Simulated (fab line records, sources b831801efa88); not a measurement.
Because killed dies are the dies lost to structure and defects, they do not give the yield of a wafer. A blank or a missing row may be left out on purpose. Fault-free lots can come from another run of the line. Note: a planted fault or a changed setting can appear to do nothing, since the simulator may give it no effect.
Which tool was responsible? | flow sky130 | 14 lots with 42 wafers sampled at 3 steps, on a route of 708 steps

WHAT EACH GAUGE READ, for each wafer
SKY_NWELL_TW_MEAS_15.
lot  | measured    | on            | NWELL_TW
L163 | day 4 14:10 | film-metro-02 | 1815 1814 1821
L164 | day 4 22:11 | film-metro-01 | 1802 1799 1814
L165 | day 4 23:31 | film-metro-01 | 1729 1731 1740
L166 | day 5 03:03 | film-metro-04 | 1767 1763 1767
L172 | day 7 03:42 | film-metro-02 | 1807 1809 1799
L175 | day 7 13:43 | film-metro-02 | 1800 1809 1809
L176 | day 7 22:51 | film-metro-01 | 1800 1805 1800
L177 | day 8 05:15 | film-metro-01 | 1798 1804 1800
L179 | day 8 10:57 | film-metro-04 | 1849 1834 1849
L181 | day 8 20:51 | film-metro-04 | 1834 1836 1842
L182 | day 9 09:33 | film-metro-04 | 1851 1855 1848
L183 | day 9 16:33 | film-metro-04 | 1849 1845 1842
L185 | day 9 22:23 | film-metro-01 | 1784 1803 1786
L184 | day 9 22:43 | film-metro-04 | 1841 1837 1837

SKY_NWELL_RS_MEAS_29: the measuring method here is four-point-probe.
lot  | measured     | on            | NWELL_RS (ohm/sq)
L163 | day 5 07:06  | film-metro-04 | 623.9 627.3 625.6
L164 | day 5 15:49  | film-metro-02 | 626.7 625.9 626.2
L165 | day 5 17:23  | film-metro-04 | 684.4 682.2 683.3
L166 | day 5 21:09  | film-metro-01 | 682.0 683.4 685.9
L172 | day 7 23:17  | film-metro-01 | 625.7 624.5 624.4
L175 | day 8 10:41  | film-metro-02 | 623.2 624.3 623.4
L176 | day 8 19:41  | film-metro-02 | 624.3 625.9 623.0
L177 | day 9 02:36  | film-metro-04 | 625.2 626.4 626.3
L179 | day 9 09:07  | film-metro-02 | 625.7 625.2 625.0
L181 | day 9 18:11  | film-metro-02 | 624.3 624.2 624.7
L182 | day 10 08:10 | film-metro-01 | 623.2 620.9 622.0
L183 | day 10 15:35 | film-metro-01 | 624.8 625.3 623.5
L185 | day 10 21:08 | film-metro-04 | 625.2 624.4 627.2
L184 | day 10 21:28 | film-metro-01 | 625.4 625.7 624.6

WHAT TOOL EACH LOT RAN ON (gives the tool, then ch and the chambers of the sampled wafers, and finally the start)
lot  | SKY_NWELL_IMPLANT_11
L163 | implanter-02 ch 0, day 4 13:39
L164 | implanter-02 ch 0, day 4 21:38
L165 | implanter-02 ch 0, day 4 22:59
L166 | implanter-02 ch 0, day 5 02:30
L172 | implanter-04 ch 0, day 7 03:10
L175 | implanter-01 ch 0, day 7 13:12
L176 | implanter-01 ch 0, day 7 22:19
L177 | implanter-04 ch 0, day 8 04:42
L179 | implanter-02 ch 0, day 8 10:24
L181 | implanter-02 ch 0, day 8 20:19
L182 | implanter-02 ch 0, day 9 09:00
L183 | implanter-02 ch 0, day 9 16:01
L185 | implanter-01 ch 0, day 9 21:50
L184 | implanter-04 ch 0, day 9 22:11
- SKY_NWELL_IMPLANT_11

AS READ BY THE TOOLS THEMSELVES (means over the sampled wafers that have a number; for cases with no such wafer, the mark the record gives instead)
SKY_NWELL_IMPLANT_11.
lot  | tool         | beam-energy-keV | end-station-pressure-torr (Torr) | faraday-current-uA
L163 | implanter-02 | 399.92          | 4.77e-06                         | 104.5
L164 | implanter-02 | 400.03          | 5.19e-06                         | 108.7
L165 | implanter-02 | 282.44          | 5.03e-06                         | 109.1
L166 | implanter-02 | 282.48          | 4.99e-06                         | 104.7
L172 | implanter-04 | 399.92          | 4.95e-06                         | 107.1
L175 | implanter-01 | 400.02          | 5.18e-06                         | 108.1
L176 | implanter-01 | 399.96          | 5.07e-06                         | 106.5
L177 | implanter-04 | 400.12          | 4.80e-06                         | 107.8
L179 | implanter-02 | 400.02          | 5.21e-06                         | 106.0
L181 | implanter-02 | 399.73          | 5.19e-06                         | 106.4
L182 | implanter-02 | 400.03          | 4.90e-06                         | 107.9
L183 | implanter-02 | 400.11          | 4.95e-06                         | 109.0
L185 | implanter-01 | 400.05          | 5.04e-06                         | 106.5
L184 | implanter-04 | 400.08          | 5.14e-06                         | 110.0

THE ANSWER, worked out from the rows above alone
Rule: usual is defined by the lots themselves. The widest of any qualifying gaps counts: lots, ordered by their means at a reading, are off when they make up no more than a third of the lots, leave a main group of 4 or more, and stand apart from it by 3 or more times the standard deviation of that group's means. Not used: any main group whose means are identical at the precision the tables above print for the reading. Also off: a lot with no number at a reading for which 4 or more lots have one. Any other lot the step has rows for is counted as sound. First the gauges in route order, then the tools' own readings, where a lot's mean is used as printed above. The first step at which some lot is off is used, and at that step the reading that is off furthest; a lot without a number counts as furthest.
Off: L165, L166, at SKY_NWELL_RS_MEAS_29 (NWELL_RS). The main group: mean 624.8 ohm/sq, standard deviation 1.1.
A tool fits if, at a process step before that reading, it ran every lot that is off, and no sound lot after the first of them. The gauges at SKY_NWELL_RS_MEAS_29 aren't tried: what is off there is off at SKY_NWELL_IMPLANT_11 too, on other tools, and a gauge's error can't cause that. None of those tried fits.

WHAT HAD BEEN PUT IN BY THE SIMULATOR
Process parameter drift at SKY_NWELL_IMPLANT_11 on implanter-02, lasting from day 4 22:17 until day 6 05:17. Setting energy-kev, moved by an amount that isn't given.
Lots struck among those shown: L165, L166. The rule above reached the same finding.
